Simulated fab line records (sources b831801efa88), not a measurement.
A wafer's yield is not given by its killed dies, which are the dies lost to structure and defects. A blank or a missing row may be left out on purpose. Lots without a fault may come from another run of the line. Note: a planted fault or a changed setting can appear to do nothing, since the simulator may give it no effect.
Code-filled problem report in 8D (eight disciplines) form | flow sfq_line | the parts of the form that need people (team, actions taken, sign-off) are left out

1. PROBLEM STATEMENT
M3_NB_RS at SFQ_M3_RS_MEAS_919 reads a mean of 1.736 ohm/sq on 1 wafer of 1 lot; wafers without a fault read 0.887 ohm/sq with a standard deviation of 0.012. That puts it +71 standard deviations away from the usual mean.
The step: measures by four-point-probe.
The first sign was on wafer L767.3 at day 37 17:30, on film_metro-04. The record holds 39 wafers of 13 lots with a number at this step. The rule behind "out" and "out of limits": a value lying over 4 standard deviations away from the usual mean. All remaining wafers that have a number are taken as sound.

2. WHAT THIS IS AND IS NOT
question                    | is                | is not
which readings at this step | M3_NB_RS          | -
which lots                  | L767              | L749, L750, L751, L752, L753, L755, L756, L757, L758, L759, L770, L771
which wafers of those lots  | L767.3            | L767.2, L767.4
read on which gauges        | film_metro-04     | film_metro-01, film_metro-02
when                        | from day 37 17:30 | up to then (32 sound wafers); but 6 sound wafers of L770, L771 came after

3. THE SUSPECTS, EACH WITH WHAT RULES IT OUT
Counting: any tool at a process step up to the reading remains a suspect provided it ran every lot that is out. Sound lots after the first of them don't rule it out here, since some wafers of a struck lot are sound.
- the gauge at SFQ_M3_RS_MEAS_919: ruled out. All the wafers that are out were read on film_metro-04, but those of them that SFQ_TRILAYER_M3_ETCH_METAL_ETCH_078 has rows for are out there too, on other tools.
- pvd_sputter-06 at SFQ_TRILAYER_M3_DEP_SPUTTER_073 (material Nb, target thk 200 nm, time 133.3 s): kept. It processed L767, the lot that is out, at day 37 17:23, and its most recent sound lot before then was L759 at day 35 07:59.
Left after counting: pvd_sputter-06 at SFQ_TRILAYER_M3_DEP_SPUTTER_073.

4. THE CAUSE (what the simulator had put in)
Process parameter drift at SFQ_TRILAYER_M3_DEP_SPUTTER_073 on pvd_sputter-06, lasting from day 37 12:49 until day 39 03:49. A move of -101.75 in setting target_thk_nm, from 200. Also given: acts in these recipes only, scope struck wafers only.
This tool alone remained once counting was done.

5. THE CHAIN OF EFFECTS, in route order
Each row: a reading whose mean over the struck wafers that have a number lies more than 3 standard deviations from the usual. Only readings for which the record gives a usual standard deviation are gone through. hours: the time from each lot's start at the first step in this table that gives one to its start at this step, as a median over the lots. sigmas: the change in usual standard deviations.
hours | step                                | reading        | usual        | on struck wafers | change | sigmas
0     | SFQ_M3_RS_MEAS_919                  | M3_NB_RS       | 0.887 ohm/sq | 1.736            | +0.849 | +71
141   | SFQ_TRILAYER_M3_ETCH_METAL_ETCH_078 | oes_product_au | 0.896 a.u.   | 0.639            | -0.257 | -31
Process steps it contains:
- SFQ_TRILAYER_M3_ETCH_METAL_ETCH_078: etches Nb in Cl2/Ar, stops on SiO2, target depth 240 nm, time 120 s.

6. WHAT WOULD HAVE CAUGHT IT SOONER
5 hours passed between the start of the fault at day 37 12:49 and the first reading out of limits at a measuring or inspecting step in this record, taken at day 37 17:30.
No tool reading at SFQ_TRILAYER_M3_DEP_SPUTTER_073 that has a usual standard deviation in the record was out on any struck wafer, so an alarm limit of 4 standard deviations on those readings would not have fired.
The start of SFQ_TRILAYER_M3_DEP_SPUTTER_073 on pvd_sputter-06 came by day 37 17:30 for every one of the lots that are out (1). Holding the tool at that point would not have protected any of them.
